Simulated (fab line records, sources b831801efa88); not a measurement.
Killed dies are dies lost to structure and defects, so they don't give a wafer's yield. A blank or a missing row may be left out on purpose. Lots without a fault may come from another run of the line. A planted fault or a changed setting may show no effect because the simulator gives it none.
Which tool did it? | flow sfq_line | 14 lots, 42 wafers sampled, at 3 steps of a route of 325

WHAT THE GAUGES READ, wafer by wafer
SFQ_M0_OVL_MEAS_906. Usual: M0_OVL 1 nm, standard deviation 4.9.
lot  | measured     | on         | M0_OVL (nm) | flag
L948 | day 8 08:07  | overlay-01 | -5 -2 -4    |
L950 | day 8 23:44  | overlay-01 | 0 -2 4      |
L952 | day 9 11:44  | overlay-01 | -3 2 0      |
L953 | day 9 14:08  | overlay-01 | 2 4 0       |
L956 | day 10 14:17 | overlay-01 | -7 -7 1     |
L957 | day 11 01:04 | overlay-02 | 0 6 -1      |
L958 | day 11 12:37 | overlay-02 | -12 -6 -8   |
L959 | day 11 18:36 | overlay-02 | 10 4 0      |
L960 | day 12 03:01 | overlay-01 | -1 -4 -3    |
L961 | day 12 10:12 | overlay-02 | 2 -3 -8     |
L963 | day 12 18:36 | overlay-02 | 3 -3 -2     |
L965 | day 13 10:12 | overlay-02 | 1 -7 -2     |
L966 | day 13 11:32 | overlay-02 | 4 2 3       |
L970 | day 14 09:02 | overlay-02 | 5 7 7       |

SFQ_I2_BOW_MEAS_917. Usual: I2_BOW 0 um, standard deviation 8.7.
lot  | measured     | on            | I2_BOW (um) | flag
L948 | day 16 04:26 | film_metro-03 | 5 5 8       |
L950 | day 20 09:47 | film_metro-04 | 2 10 9      |
L952 | day 27 16:23 | film_metro-02 | 1 3 -4      |
L953 | day 27 20:09 | film_metro-03 | 1 -1 8      |
L956 | day 30 01:59 | film_metro-03 | -6 -8 -7    |
L957 | day 30 17:22 | film_metro-04 | -11 -5 -4   |
L958 | day 31 00:17 | film_metro-02 | -1 6 6      |
L959 | day 31 01:17 | film_metro-03 | 9 -1 14     |
L960 | day 32 02:06 | film_metro-04 | 2 8 -7      |
L961 | day 32 11:53 | film_metro-04 | 4 -1 1      |
L963 | day 33 12:05 | film_metro-03 | -1 5 9      |
L965 | day 33 18:52 | film_metro-03 | -2 -4 -7    |
L966 | day 33 21:53 | film_metro-02 | -1 -7 10    |
L970 | day 35 11:21 | film_metro-03 | -1 12 7     |

WHICH TOOL RAN EACH LOT (tool, then ch and the chambers of the sampled wafers, then the start)
lot  | SFQ_TRILAYER_L0_BARC_OPEN_METAL_ETCH_010
L948 | rie_metal-02 ch 0,1, day 4 02:31
L950 | rie_metal-01 ch 0,1, day 4 18:54
L952 | rie_metal-02 ch 0,1, day 5 05:42
L953 | rie_metal-03 ch 0,1, day 5 12:10
L956 | rie_metal-01 ch 0,1, day 6 08:23
L957 | rie_metal-03 ch 0,1, day 6 17:58
L958 | rie_metal-03 ch 0,1, day 6 20:23
L959 | rie_metal-02 ch 0,1, day 7 04:31
L960 | rie_metal-02 ch 0,1, day 7 10:32
L961 | rie_metal-02 ch 0,1, day 7 17:43
L963 | rie_metal-02 ch 0,1, day 8 04:31
L965 | rie_metal-01 ch 0,1, day 8 15:19
L966 | rie_metal-02 ch 0,1, day 8 21:20
L970 | rie_metal-02 ch 0,1, day 9 21:19
- SFQ_TRILAYER_L0_BARC_OPEN_METAL_ETCH_010: etches BARC in O2, target depth 125 nm, time 41.7 s.

WHAT THE TOOLS THEMSELVES READ (means of the sampled wafers that have a number; where no wafer has one, the mark that the record gives instead)
SFQ_TRILAYER_L0_BARC_OPEN_METAL_ETCH_010. Usual: drypump_motor_current_A 5.4 A, standard deviation 0.35; oes_product_au 0.685 a.u., standard deviation 0.0049.
lot  | tool         | drypump_motor_current_A (A) | oes_product_au (a.u.) | flag
L948 | rie_metal-02 | 5.0                         | 0.686                 |
L950 | rie_metal-01 | 5.5                         | 0.682                 |
L952 | rie_metal-02 | 5.4                         | 0.687                 |
L953 | rie_metal-03 | 5.4                         | 0.683                 |
L956 | rie_metal-01 | 5.7                         | 0.682                 |
L957 | rie_metal-03 | 5.4                         | 0.686                 |
L958 | rie_metal-03 | 5.4                         | 0.679                 |
L959 | rie_metal-02 | 5.4                         | 0.684                 |
L960 | rie_metal-02 | 5.0                         | 0.687                 |
L961 | rie_metal-02 | 5.4                         | 0.686                 |
L963 | rie_metal-02 | 5.4                         | 0.685                 |
L965 | rie_metal-01 | 5.5                         | 0.685                 |
L966 | rie_metal-02 | 5.4                         | 0.683                 |
L970 | rie_metal-02 | 5.0                         | 0.686                 |

THE ANSWER, worked out from the rows above alone
Rule: a lot is off if the mean of its wafers that have a number lies more than 3 standard deviations from the usual mean. A lot without any number at a reading at which 4 lots or more have one is off too. The other lots that the step has rows for count as sound. The gauges are gone through in route order, then the tools' own readings, and for those a lot's mean is taken as printed above. The first step at which some lot is off is used, and at that step the reading that is off furthest; a lot without a number counts as furthest.
No lot is off at any reading shown: from this, nothing can be told.

WHAT THE SIMULATOR HAD PUT IN
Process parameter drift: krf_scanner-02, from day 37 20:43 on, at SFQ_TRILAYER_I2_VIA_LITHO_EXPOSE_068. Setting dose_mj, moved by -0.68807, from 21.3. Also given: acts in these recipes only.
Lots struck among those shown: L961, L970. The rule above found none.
